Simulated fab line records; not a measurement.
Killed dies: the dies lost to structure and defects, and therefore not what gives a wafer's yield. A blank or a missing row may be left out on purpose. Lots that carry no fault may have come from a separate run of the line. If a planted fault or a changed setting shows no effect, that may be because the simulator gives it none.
Which tool is to blame? | flow gf180mcu | 12 lots, 36 wafers sampled, at 5 steps of a route of 602

## WHAT THE GAUGES READ, wafer by wafer
GF_M1_RS_MEAS_05: uses a four-point probe to measure. Usual: for M1_ALCU_RS the level is 0.0696 ohm/sq and the standard deviation is 0.00067.
lot  | measured     | on            | M1_ALCU_RS (ohm/sq)  | flag
L873 | day 16 05:16 | film metro-02 | 0.0682 0.0685 0.0689 |
L874 | day 16 18:36 | film metro-03 | 0.0701 0.0700 0.0692 |
L876 | day 17 11:10 | film metro-04 | 0.0703 0.0715 0.0711 |
L877 | day 17 18:15 | film metro-03 | 0.0694 0.0689 0.0691 |
L879 | day 18 11:43 | film metro-03 | 0.0697 0.0697 0.0701 |
L881 | day 19 12:07 | film metro-04 | 0.0699 0.0702 0.0699 |
L885 | day 20 15:39 | film metro-02 | 0.0696 0.0698 0.0695 |
L886 | day 21 01:16 | film metro-03 | 0.0696 0.0699 0.0698 |
L887 | day 21 11:15 | film metro-04 | 0.0694 0.0696 0.0690 |
L895 | day 24 02:05 | film metro-03 | 0.0708 0.0708 0.0705 |
L894 | day 24 05:18 | film metro-03 | 0.0695 0.0696 0.0692 |
L896 | day 24 11:09 | film metro-04 | 0.0701 0.0695 0.0694 |

GF_V1_THK_MEAS_01. Usual: for V1_CVD_00_THK the level is 598 nm and the standard deviation is 6.4.
lot  | measured     | on            | V1_CVD_00_THK (nm) | flag
L873 | day 17 05:46 | film metro-01 | 596 601 599        |
L874 | day 17 18:35 | film metro-01 | 591 599 602        |
L876 | day 18 11:25 | film metro-02 | 601 605 604        |
L877 | day 18 18:39 | film metro-02 | 590 615 618        |
L879 | day 19 12:43 | film metro-04 | 599 588 592        |
L881 | day 20 13:04 | film metro-01 | 591 592 599        |
L885 | day 21 16:22 | film metro-02 | 604 591 602        |
L886 | day 22 01:50 | film metro-01 | 711 725 712        | OFF
L887 | day 22 11:53 | film metro-04 | 723 722 717        | OFF
L895 | day 25 01:23 | film metro-02 | 600 608 604        |
L894 | day 25 03:40 | film metro-04 | 584 593 590        |
L896 | day 25 10:40 | film metro-01 | 596 605 589        |

## WHICH TOOL RAN EACH LOT (tool, then ch and the chambers of the sampled wafers, then the start)
lot  | GF_CONTACT_CVD_24             | GF_CONTACT_CMP_27             | GF_V1_CVD_00
L873 | cvd w-02 ch 0,1, day 16 04:28 | cmp-02 ch 0,2,3, day 16 04:50 | hdpcvd-01 ch 0,1,2, day 17 05:41
L874 | cvd w-02 ch 0,1, day 16 17:48 | cmp-01 ch 1,3, day 16 18:05   | hdpcvd-01 ch 0,1,2, day 17 18:31
L876 | cvd w-01 ch 0,1, day 17 10:21 | cmp-02 ch 0,1, day 17 10:38   | hdpcvd-01 ch 0,2, day 18 11:20
L877 | cvd w-01 ch 0,1, day 17 17:27 | cmp-01 ch 0,1,3, day 17 17:47 | hdpcvd-02 ch 1,2, day 18 18:35
L879 | cvd w-02 ch 0,1, day 18 10:54 | cmp-02 ch 0,1,2, day 18 11:17 | hdpcvd-02 ch 0,1,2, day 19 12:38
L881 | cvd w-02 ch 1, day 19 10:59   | cmp-01 ch 0,1,2, day 19 11:35 | hdpcvd-02 ch 0,1,2, day 20 12:59
L885 | cvd w-02 ch 0,1, day 20 14:51 | cmp-01 ch 0,2,3, day 20 15:11 | hdpcvd-02 ch 1,2, day 21 16:18
L886 | cvd w-01 ch 0,1, day 21 00:19 | cmp-02 ch 1,2,3, day 21 00:44 | hdpcvd-01 ch 0,1, day 22 01:44
L887 | cvd w-01 ch 0,1, day 21 10:26 | cmp-01 ch 1,2, day 21 10:46   | hdpcvd-01 ch 1,2, day 22 11:49
L895 | cvd w-02 ch 1, day 24 01:11   | cmp-02 ch 0,2, day 24 01:34   | hdpcvd-01 ch 0,1,2, day 25 01:19
L894 | cvd w-01 ch 1, day 24 04:29   | cmp-02 ch 0,2, day 24 04:46   | hdpcvd-01 ch 0,1,2, day 25 03:35
L896 | cvd w-01 ch 0,1, day 24 10:21 | cmp-02 ch 0,3, day 24 10:38   | hdpcvd-02 ch 0,1,2, day 25 10:36
- GF_CONTACT_CVD_24: deposits W, target thk 300 nm, time 90.339 s.
- GF_CONTACT_CMP_27: polishes, stops on SiO2, t overpolish 15 s, target thk 0 nm.
- GF_V1_CVD_00: deposits SiO2, target thk 600 nm, time 100 s.

## AS READ BY THE TOOLS THEMSELVES (means over the sampled wafers that have a number; for cases with no such wafer, the mark the record gives instead)
GF_CONTACT_CVD_24. Usual: 877 W for heater power w, sd 68.
lot  | tool     | heater power w (W) | flag
L873 | cvd w-02 | 928                |
L874 | cvd w-02 | 931                |
L876 | cvd w-01 | 847                |
L877 | cvd w-01 | 841                |
L879 | cvd w-02 | 923                |
L881 | cvd w-02 | 974                |
L885 | cvd w-02 | 931                |
L886 | cvd w-01 | 863                |
L887 | cvd w-01 | 835                |
L895 | cvd w-02 | 981                |
L894 | cvd w-01 | 850                |
L896 | cvd w-01 | 853                |

GF_CONTACT_CMP_27. Usual: head pressure psi 3.499 psi, standard deviation 0.0079; motor current A 10.8 A, standard deviation 0.91; overpolish run s 15.001 s, standard deviation 0.0086; time to endpoint s 73 s, standard deviation 4.9.
lot  | tool   | head pressure psi (psi) | motor current A (A) | overpolish run s (s) | time to endpoint s (s) | flag
L873 | cmp-02 | 3.508                   | 11.2                | 15.009               | 78                     |
L874 | cmp-01 | 3.494                   | 11.1                | 15.002               | 69                     |
L876 | cmp-02 | 3.501                   | 10.4                | 15.004               | 78                     |
L877 | cmp-01 | 3.491                   | 11.0                | 15.000               | 67                     |
L879 | cmp-02 | 3.495                   | 10.2                | 14.997               | 76                     |
L881 | cmp-01 | 3.497                   | 10.9                | 14.995               | 72                     |
L885 | cmp-01 | 3.502                   | 10.5                | 15.002               | 71                     |
L886 | cmp-02 | 3.498                   | 10.6                | 14.999               | 74                     |
L887 | cmp-01 | 3.497                   | 11.3                | 15.006               | 67                     |
L895 | cmp-02 | 3.503                   | 10.1                | 14.993               | 77                     |
L894 | cmp-02 | 3.500                   | 10.5                | 15.009               | 74                     |
L896 | cmp-02 | 3.495                   | 11.8                | 14.995               | 71                     |

GF_V1_CVD_00. Usual: 59.99 sccm for sih4 flow sccm, sd 0.16.
lot  | tool      | sih4 flow sccm (sccm) | flag
L873 | hdpcvd-01 | 59.92                 |
L874 | hdpcvd-01 | 60.16                 |
L876 | hdpcvd-01 | 60.19                 |
L877 | hdpcvd-02 | 60.10                 |
L879 | hdpcvd-02 | 60.01                 |
L881 | hdpcvd-02 | 60.06                 |
L885 | hdpcvd-02 | 59.79                 |
L886 | hdpcvd-01 | 72.10                 | OFF
L887 | hdpcvd-01 | 72.12                 | OFF
L895 | hdpcvd-01 | 59.85                 |
L894 | hdpcvd-01 | 59.90                 |
L896 | hdpcvd-02 | 60.05                 |

## THE ANSWER, worked out from the rows above alone
Rule: lot off if the mean of its wafers having a number is beyond 3 standard deviations from the usual mean. Also off: a lot with no number at a reading for which 4 or more lots have one. All remaining lots with rows at the step are treated as sound. First the gauges in route order, then the tools' own readings, where a lot's mean is used as printed above. At the first step where some lot is off, the reading lying furthest off is the one used; lots without a number count as furthest.
Off: at GF_V1_THK_MEAS_01 (V1_CVD_00_THK), L886, L887.
If a tool, at a process step before that reading, ran all the lots that are off and no sound lot after the first of them, it fits. The gauges at GF_V1_THK_MEAS_01 aren't tried: what is off there is off at GF_V1_CVD_00 too, on other tools, and a gauge's error can't cause that. Of those tried, none fits.

## WHAT THE SIMULATOR HAD INSERTED
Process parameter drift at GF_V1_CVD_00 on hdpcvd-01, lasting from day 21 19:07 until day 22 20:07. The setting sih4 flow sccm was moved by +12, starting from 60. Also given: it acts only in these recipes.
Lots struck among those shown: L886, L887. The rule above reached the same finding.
